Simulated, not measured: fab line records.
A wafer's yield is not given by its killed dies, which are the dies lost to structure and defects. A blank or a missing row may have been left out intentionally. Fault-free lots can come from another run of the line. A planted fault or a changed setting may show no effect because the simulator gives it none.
Problem report, 8D (eight disciplines) form, completed by code -- flow sky130 -- the parts of the form that need people (team, actions taken, sign-off) are left out

## 1. WHAT IS WRONG
Wafers with no fault read 31.50 s with a standard deviation of 0.15, whereas strip_time_to_endpoint_s at SKY_PASSIVATION_STRIP_12 reads a mean of 28.56 s on 1 wafer of 1 lot. Measured from the usual mean, that is -20 standard deviations.
The step: strips in O2/N2.
First observed at day 46 17:50: wafer L145.6, on plasma_asher-01. The record holds 33 wafers of 11 lots with a number at this step. The rule behind "out" and "out of limits": a value lying over 4 standard deviations away from the usual mean. All remaining wafers that have a number are taken as sound.

## 2. WHAT IT IS AND WHAT IT IS NOT
question,is,is not
which readings at this step,strip_time_to_endpoint_s,"drypump_motor_current_A, n2_flow_sccm, oes_product_au"
which lots,L145,"L137, L138, L141, L144, L146, L151, L154, L155, L158, L160"
which wafers of those lots,L145.6,"L145.2, L145.3"
read on which tools,plasma_asher-01,"plasma_asher-02, plasma_asher-03"
when,from day 46 17:50,"up to then (14 sound wafers); but 18 sound wafers of L146, L151, L154, L155, L158, L160 came after"

## 3. WHAT RULES OUT EACH SUSPECT
Counting: any tool at a process step up to the reading remains a suspect provided it ran every lot that is out. Sound lots after the first of them don't rule it out here, since some wafers of a struck lot are sound.
- cmp-01 at SKY_VIA3_CMP_02 (polishes SiO2): kept. L145, the lot that is out, went through it at day 40 23:17; up to then, the latest sound lot through it was L144 at day 40 16:32.
- rie_diel-02 at SKY_PASSIVATION_ETCH_11 (etches the open film in CF4/O2, stops on AlCu, target depth 725 nm, time 161.1 s): kept. L145, the lot that is out, went through it at day 46 17:44; up to then, the latest sound lot through it was L138 at day 45 04:17.
- plasma_asher-01 at SKY_PASSIVATION_STRIP_12 (strips in O2/N2): kept. L145, the lot that is out, went through it at day 46 17:50; up to then, the latest sound lot through it was L144 at day 46 13:35. Out on those wafers are its own readings of strip_time_to_endpoint_s.
- At SKY_PASSIVATION_ETCH_11, inside rie_diel-02: chamber 0 took the wafers that are out, while their sound lot-mates went through chambers 1, 2.
The count leaves cmp-01 at SKY_VIA3_CMP_02, rie_diel-02 at SKY_PASSIVATION_ETCH_11, and plasma_asher-01 at SKY_PASSIVATION_STRIP_12.

## 4. THE CAUSE (what the simulator had put in)
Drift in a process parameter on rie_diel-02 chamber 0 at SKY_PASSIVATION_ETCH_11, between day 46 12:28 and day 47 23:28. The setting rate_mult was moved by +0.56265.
After counting, 3 suspects remain, this tool included.

## 5. SEQUENCE OF EFFECTS, ordered by route
Each row: a reading where the mean over the struck wafers with a number is more than 3 standard deviations away from the usual. Only readings whose record carries a usual standard deviation are examined. hours: median over the lots of the time between each lot's start at the first step of this table that gives one and its start at this step. sigmas: the change, counted in usual standard deviations.
hours,step,reading,usual,on struck wafers,change,sigmas
0,SKY_PASSIVATION_STRIP_12,strip_time_to_endpoint_s,31.50 s,28.56,-2.94,-20
It contains these process steps:
- SKY_PASSIVATION_STRIP_12: strips in O2/N2.

## 6. WHAT WOULD HAVE CAUGHT IT SOONER
In this record no reading fell out of limits until day 46 17:50, 5 hours after the fault had begun at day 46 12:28.
No tool reading at SKY_PASSIVATION_ETCH_11 that has a usual standard deviation in the record was out on any struck wafer, so an alarm limit of 4 standard deviations on those readings would not have fired.
Lots out: 1; all had begun SKY_PASSIVATION_ETCH_11 on rie_diel-02 by day 46 17:50. Had the tool been put on hold then, not one of them would have been saved.
